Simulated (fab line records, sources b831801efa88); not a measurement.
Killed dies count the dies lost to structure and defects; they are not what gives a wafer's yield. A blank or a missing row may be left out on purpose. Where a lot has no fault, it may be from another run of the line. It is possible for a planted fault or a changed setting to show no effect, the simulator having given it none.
Struck lot and sound lot, side by side ; flow sky130 ; 15 out of 708 route steps
Sound: the wafers L840.1, L840.5, L840.6. Wafers L827.2, L827.3, L827.6 were the ones struck. The cause is given at the end.
Order at every step that has rows: each side's tool, ch and its chambers, its first start. Under that, the readings that differ: sound wafers ; struck wafers ; difference of the means ; sigmas: that difference in standard deviations of wafers without a fault.
alike: a reading whose means differ by less than 2 such deviations, as well as words and numbers matching on both sides. not compared: withheld readings; readings where some wafer has no value; bounds like >300 that might hide an equal value; numbers whose values overlap and for which the record gives no deviation.
A row with sigmas, a row that says differs or no value, or rows on one side alone: a step with any of these is where the two part. Non-overlapping numbers with no deviation appear without sigmas and do not part them. A reading missing from all wafers of one side parts the sides only when that side holds two or more wafers.

first, 5 steps without rows for these wafers: SKY_LI_CONTACT_COAT_07 (resist thk 450 nm); SKY_LI_CONTACT_SOFTBAKE_08 (time 90 s); SKY_LI_CONTACT_EXPOSE_09 (exposes mask LICM1, target cd 170 nm); SKY_LI_CONTACT_PEB_10; SKY_LI_CONTACT_DEVELOP_11 (develop time 60 s).
SKY_LI_CONTACT_CD_MEAS_12: the cd target is 170 nm.
  sound: cd_sem-01 at day 36 09:53; struck: cd_sem-02 at day 33 03:56
  alike: cd_nm
SKY_LI_CONTACT_OVL_MEAS_13:
  sound: overlay-01 at day 36 10:00; struck: overlay-01 at day 33 04:02
  alike: LI_CONTACT_OVL
SKY_LI_CONTACT_ETCH_14: etches BARC in N2/H2, stops on SiO2, time 45.9 s, target depth 60 nm.
  sound on rie_diel-02 ch 0,2,3, day 36 10:02; struck on rie_diel-03 ch 0,1, day 33 04:04
  alike: drypump_motor_current_A, oes_product_au, throttle_valve_pct
  not compared: rf_hours_counter_h
SKY_LI_CONTACT_ETCH_15: etches PSG in C4F8/O2/Ar, stops on Si, target depth 600 nm.
  sound on rie_diel-02 ch 0,2,3, day 36 10:04; struck on rie_diel-03 ch 0,1, day 33 04:07
  alike: oes_product_au
SKY_LI_CONTACT_STRIP_16: strips in O2/N2.
  sound on plasma_asher-02 ch 0,1, day 36 10:10; struck on plasma_asher-02 ch 0, day 33 04:11
  alike: drypump_motor_current_A, oes_product_au, strip_time_to_endpoint_s
  not compared: rf_hours_counter_h
then, 2 steps without rows for these wafers: SKY_LI_CONTACT_CLEAN_17 (cleans in NMP, time 600 s); SKY_LI_CONTACT_PRE_CLEAN_18 (time 5.6 s).
SKY_LI_CONTACT_SPUTTER_19: material Ti, target thk 20 nm, time 106.37 s.
  sound: pvd_sputter-02 at day 36 10:27; struck: pvd_sputter-02 at day 33 04:30
reading;sound;struck;difference;sigmas
model.Ti_of_LI_CONTACT_SPUTTER_19.thk_nm (nm);19.92 19.98 19.98;17.88 18.04 17.83;-2.04;
  alike: cathode_dc_power_W, throttle_valve_pct
SKY_LI_CONTACT_SPUTTER_20: material TiN, target thk 20 nm, time 80 s.
  sound: pvd_sputter-02 at day 36 10:32; struck: pvd_sputter-02 at day 33 04:35
  alike: cathode_dc_power_W, throttle_valve_pct
-- here the record skips 16 days between the struck wafers' starts before and after, leaving off in module LI_CONTACT and picking up in module PAD_OPEN (first step shown: number 708 of the route) --
SKY_PAD_OPEN_PROBE_99:
  sound: prober-01 at day 50 20:40; struck: prober-01 at day 48 19:34
  alike: killed_at_M0_to_M3, killed_at_M4_up, killed_at_contacts, killed_at_front_end, killed_at_other, killed_dies, killed_open, killed_short

== WHERE THEY PART ==
Nowhere in this record.

WHY: the cause the simulator had injected
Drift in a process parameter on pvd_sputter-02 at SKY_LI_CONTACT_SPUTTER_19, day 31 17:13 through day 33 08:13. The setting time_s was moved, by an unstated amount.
